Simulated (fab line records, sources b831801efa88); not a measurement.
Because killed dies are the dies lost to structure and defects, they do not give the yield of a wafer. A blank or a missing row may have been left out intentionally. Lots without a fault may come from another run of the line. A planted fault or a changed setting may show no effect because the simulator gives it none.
A sampling plan put to the test    flow sfqLine    each of the 38 faults these records tell of, on one fab line, judged from the records of the lots it struck
What counts as the plan is the set of the line's own looks, namely the steps on the route at which a gauge or an inspection reads a wafer and does not change it. Where struck wafers have a number at a look and the file lists that look's usual mean and standard deviation on fault-free wafers, the look can be judged. Caught: a look later than the fault's first step finds the struck wafers' mean 4 or more of those standard deviations (sigma) from the usual mean. On the tool: the same test on the tool's own readings at the fault's steps. A different recipe on the struck wafers counts as caught too, as does a record blank only for those wafers.

== THE FAULTS, as the simulator had put them in ==
1. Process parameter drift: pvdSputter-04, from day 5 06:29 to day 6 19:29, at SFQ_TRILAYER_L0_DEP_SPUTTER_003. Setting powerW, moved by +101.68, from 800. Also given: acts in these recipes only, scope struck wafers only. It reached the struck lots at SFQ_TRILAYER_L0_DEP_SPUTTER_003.
2. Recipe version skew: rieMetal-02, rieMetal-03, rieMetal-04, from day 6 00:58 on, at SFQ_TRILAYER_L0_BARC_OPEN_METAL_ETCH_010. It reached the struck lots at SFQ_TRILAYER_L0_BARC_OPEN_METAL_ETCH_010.
3. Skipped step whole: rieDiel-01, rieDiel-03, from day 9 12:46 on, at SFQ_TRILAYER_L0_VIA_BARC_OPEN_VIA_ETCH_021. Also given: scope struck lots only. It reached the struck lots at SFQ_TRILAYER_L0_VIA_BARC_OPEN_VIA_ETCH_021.
4. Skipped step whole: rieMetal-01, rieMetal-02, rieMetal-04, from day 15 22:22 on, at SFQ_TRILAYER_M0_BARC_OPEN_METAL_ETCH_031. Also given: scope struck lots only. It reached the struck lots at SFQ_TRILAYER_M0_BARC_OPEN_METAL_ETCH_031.
5. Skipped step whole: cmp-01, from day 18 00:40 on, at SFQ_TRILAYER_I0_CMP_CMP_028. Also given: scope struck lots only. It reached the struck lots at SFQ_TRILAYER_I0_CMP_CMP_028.
6. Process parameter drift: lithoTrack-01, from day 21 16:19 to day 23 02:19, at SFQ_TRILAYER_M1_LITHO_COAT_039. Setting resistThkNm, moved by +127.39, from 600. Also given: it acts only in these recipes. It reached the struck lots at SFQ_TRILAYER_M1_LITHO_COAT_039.
7. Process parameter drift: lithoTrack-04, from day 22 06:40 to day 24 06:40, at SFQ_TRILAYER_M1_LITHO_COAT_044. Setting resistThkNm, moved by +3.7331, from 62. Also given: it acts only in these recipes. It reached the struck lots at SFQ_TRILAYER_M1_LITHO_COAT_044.
8. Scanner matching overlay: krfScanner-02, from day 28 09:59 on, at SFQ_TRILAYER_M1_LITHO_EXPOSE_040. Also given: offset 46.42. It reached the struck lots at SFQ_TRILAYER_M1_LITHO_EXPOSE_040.
9. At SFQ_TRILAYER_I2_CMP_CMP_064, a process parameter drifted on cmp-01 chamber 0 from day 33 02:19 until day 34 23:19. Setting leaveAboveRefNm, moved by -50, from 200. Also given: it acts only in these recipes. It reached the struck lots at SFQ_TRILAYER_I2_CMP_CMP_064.
10. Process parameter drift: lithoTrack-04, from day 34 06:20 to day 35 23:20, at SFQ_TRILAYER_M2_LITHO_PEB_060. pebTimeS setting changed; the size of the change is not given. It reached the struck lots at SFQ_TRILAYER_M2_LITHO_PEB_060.
11. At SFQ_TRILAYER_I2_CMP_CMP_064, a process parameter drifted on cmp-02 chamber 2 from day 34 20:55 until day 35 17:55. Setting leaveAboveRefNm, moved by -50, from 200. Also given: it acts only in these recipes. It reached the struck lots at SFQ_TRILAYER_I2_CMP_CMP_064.
12. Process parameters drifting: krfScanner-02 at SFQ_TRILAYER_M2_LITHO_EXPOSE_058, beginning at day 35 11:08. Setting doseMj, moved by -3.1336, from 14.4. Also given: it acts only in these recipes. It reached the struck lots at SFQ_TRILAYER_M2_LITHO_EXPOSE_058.
13. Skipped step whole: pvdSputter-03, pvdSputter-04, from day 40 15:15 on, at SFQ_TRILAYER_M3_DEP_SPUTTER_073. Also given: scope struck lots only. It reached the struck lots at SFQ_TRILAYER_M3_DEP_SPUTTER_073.
14. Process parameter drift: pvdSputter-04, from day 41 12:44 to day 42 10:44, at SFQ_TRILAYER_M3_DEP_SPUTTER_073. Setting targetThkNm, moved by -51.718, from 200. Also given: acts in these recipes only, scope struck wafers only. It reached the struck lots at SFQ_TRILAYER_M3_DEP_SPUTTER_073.
15. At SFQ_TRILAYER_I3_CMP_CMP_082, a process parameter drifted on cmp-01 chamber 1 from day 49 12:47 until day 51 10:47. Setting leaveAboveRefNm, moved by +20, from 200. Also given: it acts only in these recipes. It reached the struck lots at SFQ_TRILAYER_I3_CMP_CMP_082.
16. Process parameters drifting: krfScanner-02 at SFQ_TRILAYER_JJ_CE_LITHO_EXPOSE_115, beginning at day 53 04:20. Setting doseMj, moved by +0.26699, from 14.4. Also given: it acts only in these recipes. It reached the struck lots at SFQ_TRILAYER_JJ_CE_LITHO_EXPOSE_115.
17. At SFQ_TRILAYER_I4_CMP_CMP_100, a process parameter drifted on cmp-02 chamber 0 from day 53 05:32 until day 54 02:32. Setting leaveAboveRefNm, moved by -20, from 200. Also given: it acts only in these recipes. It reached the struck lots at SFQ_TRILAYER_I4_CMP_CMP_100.
18. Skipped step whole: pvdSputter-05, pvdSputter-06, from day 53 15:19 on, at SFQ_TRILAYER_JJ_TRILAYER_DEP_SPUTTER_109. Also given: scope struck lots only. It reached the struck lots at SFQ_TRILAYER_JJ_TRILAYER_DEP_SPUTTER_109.
19. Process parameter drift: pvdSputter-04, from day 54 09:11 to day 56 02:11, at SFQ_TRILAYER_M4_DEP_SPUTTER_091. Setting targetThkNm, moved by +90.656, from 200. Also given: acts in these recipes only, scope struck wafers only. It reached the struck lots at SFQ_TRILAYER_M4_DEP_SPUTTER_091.
20. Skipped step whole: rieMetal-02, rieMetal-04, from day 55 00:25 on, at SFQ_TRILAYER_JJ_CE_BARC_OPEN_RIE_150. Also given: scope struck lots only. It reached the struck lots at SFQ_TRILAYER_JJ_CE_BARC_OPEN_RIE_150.
21. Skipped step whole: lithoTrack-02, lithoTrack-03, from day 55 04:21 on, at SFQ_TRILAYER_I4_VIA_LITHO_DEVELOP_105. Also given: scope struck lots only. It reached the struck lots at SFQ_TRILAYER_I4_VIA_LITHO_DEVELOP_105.
22. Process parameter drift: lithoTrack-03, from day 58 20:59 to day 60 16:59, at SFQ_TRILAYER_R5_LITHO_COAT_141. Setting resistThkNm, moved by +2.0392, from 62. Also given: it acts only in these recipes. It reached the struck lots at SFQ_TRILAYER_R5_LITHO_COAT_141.
23. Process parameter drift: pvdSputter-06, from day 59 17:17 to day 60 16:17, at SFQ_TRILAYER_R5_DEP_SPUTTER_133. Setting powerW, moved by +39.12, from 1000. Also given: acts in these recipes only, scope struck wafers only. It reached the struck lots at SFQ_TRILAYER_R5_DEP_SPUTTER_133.
24. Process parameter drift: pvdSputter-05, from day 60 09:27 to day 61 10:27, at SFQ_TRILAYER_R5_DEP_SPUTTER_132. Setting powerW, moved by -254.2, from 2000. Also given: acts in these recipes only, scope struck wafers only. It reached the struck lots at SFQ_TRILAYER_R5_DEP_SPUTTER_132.
25. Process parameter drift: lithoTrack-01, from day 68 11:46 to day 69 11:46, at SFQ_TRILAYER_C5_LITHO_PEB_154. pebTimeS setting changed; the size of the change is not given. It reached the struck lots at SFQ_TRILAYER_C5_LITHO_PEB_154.
26. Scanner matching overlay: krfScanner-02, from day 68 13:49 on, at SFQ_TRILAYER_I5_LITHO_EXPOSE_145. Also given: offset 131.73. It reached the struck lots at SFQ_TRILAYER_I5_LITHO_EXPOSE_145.
27. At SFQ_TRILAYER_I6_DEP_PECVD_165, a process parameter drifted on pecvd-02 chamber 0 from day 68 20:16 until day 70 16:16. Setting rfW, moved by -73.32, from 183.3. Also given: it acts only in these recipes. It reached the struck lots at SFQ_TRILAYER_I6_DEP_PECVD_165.
28. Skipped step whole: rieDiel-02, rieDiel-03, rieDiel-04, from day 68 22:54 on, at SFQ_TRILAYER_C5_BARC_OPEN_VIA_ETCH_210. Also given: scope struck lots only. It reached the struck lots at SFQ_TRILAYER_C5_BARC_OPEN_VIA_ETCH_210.
29. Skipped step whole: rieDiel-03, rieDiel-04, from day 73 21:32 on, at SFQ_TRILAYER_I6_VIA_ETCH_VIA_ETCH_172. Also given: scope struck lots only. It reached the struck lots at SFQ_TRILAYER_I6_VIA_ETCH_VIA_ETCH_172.
30. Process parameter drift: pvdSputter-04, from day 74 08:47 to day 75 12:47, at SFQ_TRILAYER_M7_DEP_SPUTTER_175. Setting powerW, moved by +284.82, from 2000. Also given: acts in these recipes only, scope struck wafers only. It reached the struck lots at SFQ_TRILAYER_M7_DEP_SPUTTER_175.
31. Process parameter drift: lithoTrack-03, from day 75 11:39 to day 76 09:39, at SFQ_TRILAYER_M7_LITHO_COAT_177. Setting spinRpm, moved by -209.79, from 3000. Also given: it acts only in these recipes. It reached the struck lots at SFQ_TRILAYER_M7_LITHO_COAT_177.
32. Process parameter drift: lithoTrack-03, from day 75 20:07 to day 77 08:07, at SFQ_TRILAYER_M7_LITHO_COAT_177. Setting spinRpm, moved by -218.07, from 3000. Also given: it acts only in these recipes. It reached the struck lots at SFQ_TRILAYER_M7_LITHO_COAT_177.
33. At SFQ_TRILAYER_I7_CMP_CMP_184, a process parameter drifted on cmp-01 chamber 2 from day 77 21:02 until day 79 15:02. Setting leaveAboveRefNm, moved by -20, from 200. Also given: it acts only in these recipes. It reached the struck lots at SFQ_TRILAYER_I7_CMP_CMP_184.
34. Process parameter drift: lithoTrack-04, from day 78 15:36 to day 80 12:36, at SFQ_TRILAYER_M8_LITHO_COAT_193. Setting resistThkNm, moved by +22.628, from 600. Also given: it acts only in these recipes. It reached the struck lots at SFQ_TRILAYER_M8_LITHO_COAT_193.
35. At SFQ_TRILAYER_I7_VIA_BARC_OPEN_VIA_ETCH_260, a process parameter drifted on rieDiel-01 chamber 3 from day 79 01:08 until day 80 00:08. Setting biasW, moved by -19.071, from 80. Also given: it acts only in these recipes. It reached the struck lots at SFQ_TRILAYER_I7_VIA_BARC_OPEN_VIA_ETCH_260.
36. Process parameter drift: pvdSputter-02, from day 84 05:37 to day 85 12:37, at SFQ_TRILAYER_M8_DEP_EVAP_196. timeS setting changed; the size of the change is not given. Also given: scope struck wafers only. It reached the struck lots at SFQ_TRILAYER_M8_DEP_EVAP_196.
37. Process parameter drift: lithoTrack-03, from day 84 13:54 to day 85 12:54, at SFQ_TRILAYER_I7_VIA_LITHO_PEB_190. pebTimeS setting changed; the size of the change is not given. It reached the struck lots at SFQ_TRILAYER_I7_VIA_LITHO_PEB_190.
38. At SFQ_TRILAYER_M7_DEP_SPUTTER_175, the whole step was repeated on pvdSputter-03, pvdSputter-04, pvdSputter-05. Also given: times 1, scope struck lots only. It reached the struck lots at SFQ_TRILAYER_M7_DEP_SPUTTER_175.

== WHAT THE PLAN SAW ==
fault  on the tool itself                                first look that catches it                       reading, sigma                                     median hours from its first step to that look  hours from the fault's start to the first struck lot there  judged looks passed uncaught
1      cathodeDcPowerW +99 or beyond sigma               SFQ_L0_RS_MEAS_901                               L0_MONX_KI_RS -9.1                                 0.1                                            5                                                           0
2      oesProductAu +27 sigma                            no look after it can be judged                   -                                                  -                                              -                                                           0
3      the tool's record is blank for the struck wafers  no look after it can be judged                   -                                                  -                                              -                                                           0
4      the tool's record is blank for the struck wafers  no look after it can be judged                   -                                                  -                                              -                                                           0
5      the tool's record is blank for the struck wafers  no look after it can be judged                   -                                                  -                                              -                                                           0
6      no reading that can be judged                     not the one look that can be judged after it     -                                                  -                                              -                                                           1
7      no reading that can be judged                     no look after it can be judged                   -                                                  -                                              -                                                           0
8      no reading that can be judged                     SFQ_M1_OVL_MEAS_911                              M1_OVL +8.7                                        1.5                                            1                                                           0
9      only faintly: timeToEndpointS +3.9 sigma          none of the 5 looks that can be judged after it  -                                                  -                                              -                                                           5
10     heaterPowerTotalW +89 sigma                       not the one look that can be judged after it     -                                                  -                                              -                                                           1
11     timeToEndpointS +6.8 sigma                        no look after it can be judged                   -                                                  -                                              -                                                           0
12     exposureDoseMJCm2 -99 or beyond sigma             none of the 5 looks that can be judged after it  -                                                  -                                              -                                                           5
13     the tool's record is blank for the struck wafers  no look after it can be judged                   -                                                  -                                              -                                                           0
14     under 2 sigma                                     SFQ_M3_RS_MEAS_919                               M3_NB_RS +23                                       0.1                                            13                                                          0
15     only faintly: timeToEndpointS -3.2 sigma          none of the 2 looks that can be judged after it  -                                                  -                                              -                                                           2
16     exposureDoseMJCm2 +19 sigma                       none of the 5 looks that can be judged after it  -                                                  -                                              -                                                           5
17     under 2 sigma                                     no look after it can be judged                   -                                                  -                                              -                                                           0
18     the tool's record is blank for the struck wafers  no look after it can be judged                   -                                                  -                                              -                                                           0
19     under 2 sigma                                     SFQ_M4_RS_MEAS_924                               M4_NB_RS -28                                       0.1                                            17                                                          0
20     the tool's record is blank for the struck wafers  no look after it can be judged                   -                                                  -                                              -                                                           0
21     no reading that can be judged                     no look after it can be judged                   -                                                  -                                              -                                                           0
22     no reading that can be judged                     no look after it can be judged                   -                                                  -                                              -                                                           0
23     cathodeDcPowerW +99 or beyond sigma               none of the 5 looks that can be judged after it  strongest: R5_MONX_RS at SFQ_R5_RS_MEAS_933, -2.9  -                                              -                                                           5
24     cathodeDcPowerW -99 or beyond sigma               no look after it can be judged                   -                                                  -                                              -                                                           0
25     under 2 sigma                                     not the one look that can be judged after it     -                                                  -                                              -                                                           1
26     no reading that can be judged                     SFQ_I5_OVL_MEAS_936                              I5_OVL +20                                         1.4                                            5                                                           0
27     rfFwdPowerW -99 or beyond sigma                   no look after it can be judged                   -                                                  -                                              -                                                           0
28     the tool's record is blank for the struck wafers  no look after it can be judged                   -                                                  -                                              -                                                           0
29     no reading that can be judged                     none of the 5 looks that can be judged after it  -                                                  -                                              -                                                           5
30     cathodeDcPowerW +99 or beyond sigma               SFQ_M7_RS_MEAS_943                               M7_NB_RS -11                                       0.1                                            8                                                           0
31     spinSpeedRpm -99 or beyond sigma                  not the one look that can be judged after it     -                                                  -                                              -                                                           1
32     spinSpeedRpm -99 or beyond sigma                  not the one look that can be judged after it     -                                                  -                                              -                                                           1
33     under 2 sigma                                     none of the 2 looks that can be judged after it  -                                                  -                                              -                                                           2
34     under 2 sigma                                     not the one look that can be judged after it     -                                                  -                                              -                                                           1
35     biasW -87 sigma                                   no look after it can be judged                   -                                                  -                                              -                                                           0
36     no reading that can be judged                     SFQ_M8_RS_MEAS_949                               M8_AU_RS -14                                       0.5                                            9                                                           0
37     heaterPowerTotalW +99 or beyond sigma             no look after it can be judged                   -                                                  -                                              -                                                           0
38     under 2 sigma                                     SFQ_M7_RS_MEAS_943                               M7_NB_RS -46                                       0.4                                            -                                                           0
A dash: this means the fault isn't caught or the number doesn't appear in these records.

Caught at a look: 8 of 38. Caught on the tool: 21 of 38. By one or the other: 27 of 38.
Caught on the tool alone: faults 2, 3, 4, 5, 10, 11, 12, 13, 16, 18, 20, 23, 24, 27, 28, 31, 32, 35, 37.
Caught at a look alone: faults 8, 14, 19, 26, 36, 38.
Caught by neither: faults 6, 7, 9, 15, 17, 21, 22, 25, 29, 33, 34.

== THINNER SAMPLING ==
If the look that catches a fault measured only every second or every third lot, by lot number, the first struck lot would be measured this late in the worst case:
fault  struck lots at that look, in order of time  every lot  every second lot  every third lot
1      L831                                        5 h        may miss it       may miss it
8      L304, L305, L306, L307                      1 h        2 h               3 h
14     L454, L456                                  13 h       may miss all 2    may miss all 2
19     L923                                        17 h       may miss it       may miss it
26     L117, L118, L119, L120                      5 h        8 h               10 h
30     L331, L333                                  8 h        may miss all 2    may miss all 2
36     L256, L258                                  9 h        may miss all 2    may miss all 2
Hours count from the start of the fault until the first struck lot that is measured. The limit of 4 sigma was tested on all struck wafers together, so one lot alone may lie under it. Other struck lots may not be in these records.

== THE LONGEST TIMED WAY FROM STEP TO LOOK ==
In fault 8, a median of 1.5 hours elapses between SFQ_TRILAYER_M1_LITHO_EXPOSE_040 and SFQ_M1_OVL_MEAS_911. No look between them can be judged.
